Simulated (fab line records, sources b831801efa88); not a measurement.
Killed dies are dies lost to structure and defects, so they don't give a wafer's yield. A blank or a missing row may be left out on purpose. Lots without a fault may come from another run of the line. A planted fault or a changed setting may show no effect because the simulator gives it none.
Tool commonality check | flow sky130 | 12 lots, 42 wafers sampled

WHY IT WAS OPENED
At SKY_LDD_HVN_TW_MEAS_10 the reading LDD_HVN_TW is flagged on 2 of 12 lots. Wafers without a fault read 1437, standard deviation 8.7.
Rule: a lot is flagged when every wafer of it that has a number lies more than 4 standard deviations from that mean, or none has a number. The other lots count as sound.

lot  | measured     | on            | LDD_HVN_TW, wafer by wafer    | flag
L875 | day 21 09:52 | film_metro-04 | 1437 1436 1435                |
L876 | day 22 03:08 | film_metro-01 | 1431 1432 1432                |
L878 | day 22 04:49 | film_metro-01 | 1434 1440 1447                |
L883 | day 24 17:35 | film_metro-04 | 2726 2735 2740 2728 2724 2745 | FLAGGED
L885 | day 25 01:22 | film_metro-04 | 2734 2749 2739 2759 2743 2743 | FLAGGED
L887 | day 26 12:38 | film_metro-01 | 1429 1424 1431                |
L890 | day 27 22:58 | film_metro-01 | 1435 1435 1429                |
L891 | day 28 03:49 | film_metro-01 | 1435 1440 1437                |
L892 | day 28 09:29 | film_metro-04 | 1458 1454 1452                |
L895 | day 28 17:40 | film_metro-04 | 1456 1443 1451                |
L894 | day 28 19:57 | film_metro-04 | 1456 1439 1443                |
L896 | day 29 02:53 | film_metro-02 | 1433 1425 1428                |
The numbers of the flagged lots are 2739 on average: +1302 against the usual, or +99 or more standard deviations.

WHICH TOOL RAN EACH LOT
The record holds 2 process steps before the reading, out of a route of 708 steps. In each cell: the tool, then ch and the chambers that the sampled wafers went through, then the start.
lot  | flag    | SKY_RES_PROTECT_STRIP_07             | SKY_LDD_HVN_IMPLANT_08
L875 |         | plasma_asher-04 ch 0,1, day 16 04:17 | implanter-03 ch 0, day 21 09:37
L876 |         | plasma_asher-04 ch 0,1, day 16 19:57 | implanter-04 ch 0, day 22 02:55
L878 |         | plasma_asher-03 ch 0,1, day 16 20:13 | implanter-04 ch 0, day 22 04:34
L883 | FLAGGED | plasma_asher-01 ch 0,1, day 19 02:34 | implanter-04 ch 0, day 24 17:22
L885 | FLAGGED | plasma_asher-03 ch 0,1, day 19 19:44 | implanter-04 ch 0, day 25 01:07
L887 |         | plasma_asher-03 ch 0,1, day 21 04:15 | implanter-03 ch 0, day 26 12:25
L890 |         | plasma_asher-01 ch 1, day 22 15:44   | implanter-03 ch 0, day 27 22:43
L891 |         | plasma_asher-03 ch 0,1, day 22 22:05 | implanter-04 ch 0, day 28 03:34
L892 |         | plasma_asher-03 ch 0,1, day 23 05:47 | implanter-02 ch 0, day 28 09:13
L895 |         | plasma_asher-03 ch 0,1, day 23 14:16 | implanter-04 ch 0, day 28 17:25
L894 |         | plasma_asher-04 ch 0,1, day 23 14:34 | implanter-02 ch 0, day 28 19:44
L896 |         | plasma_asher-01 ch 0,1, day 23 22:35 | implanter-02 ch 0, day 29 02:38
What these steps do:
- SKY_RES_PROTECT_STRIP_07: strips in O2/N2.
- SKY_LDD_HVN_IMPLANT_08
- SKY_LDD_HVN_TW_MEAS_10

FLAGGED OVER TOTAL, TOOL BY TOOL (the gauges that took the reading come last)
step                     | tool            | lots run | flagged | share of the flagged lots | sound lots run after its first flagged lot
SKY_RES_PROTECT_STRIP_07 | plasma_asher-01 | 3        | 1       | some                      | 2 (L890,L896)
SKY_RES_PROTECT_STRIP_07 | plasma_asher-03 | 6        | 1       | some                      | 4 (L887,L891,L892,L895)
SKY_RES_PROTECT_STRIP_07 | plasma_asher-04 | 3        | 0       | none                      | -
SKY_LDD_HVN_IMPLANT_08   | implanter-02    | 3        | 0       | none                      | -
SKY_LDD_HVN_IMPLANT_08   | implanter-03    | 3        | 0       | none                      | -
SKY_LDD_HVN_IMPLANT_08   | implanter-04    | 6        | 2       | all                       | 2 (L891,L895)
SKY_LDD_HVN_TW_MEAS_10   | film_metro-01   | 5        | 0       | none                      | -
SKY_LDD_HVN_TW_MEAS_10   | film_metro-02   | 1        | 0       | none                      | -
SKY_LDD_HVN_TW_MEAS_10   | film_metro-04   | 6        | 2       | all                       | 3 (L892,L895,L894)

WHAT THE TABLE ALLOWS
2 rows of the table ran every flagged lot: implanter-04 at SKY_LDD_HVN_IMPLANT_08, film_metro-04 at SKY_LDD_HVN_TW_MEAS_10.
- implanter-04 at SKY_LDD_HVN_IMPLANT_08: 2 of its 6 lots flagged. Sound lots ran on it after the first flagged one (L891, L895), which a lasting fault on the whole tool wouldn't allow. Its own readings lie more than 4 standard deviations out on every wafer of the flagged lots: dose_ions_cm2, faraday_current_uA.
- film_metro-04 at SKY_LDD_HVN_TW_MEAS_10: 2 of its 6 lots flagged. Sound lots ran on it after the first flagged one (L892, L895, L894), which a lasting fault on the whole tool wouldn't allow.
No row of the table ran every flagged lot and no sound lot after the first.

WHAT THE SIMULATOR HAD PUT IN
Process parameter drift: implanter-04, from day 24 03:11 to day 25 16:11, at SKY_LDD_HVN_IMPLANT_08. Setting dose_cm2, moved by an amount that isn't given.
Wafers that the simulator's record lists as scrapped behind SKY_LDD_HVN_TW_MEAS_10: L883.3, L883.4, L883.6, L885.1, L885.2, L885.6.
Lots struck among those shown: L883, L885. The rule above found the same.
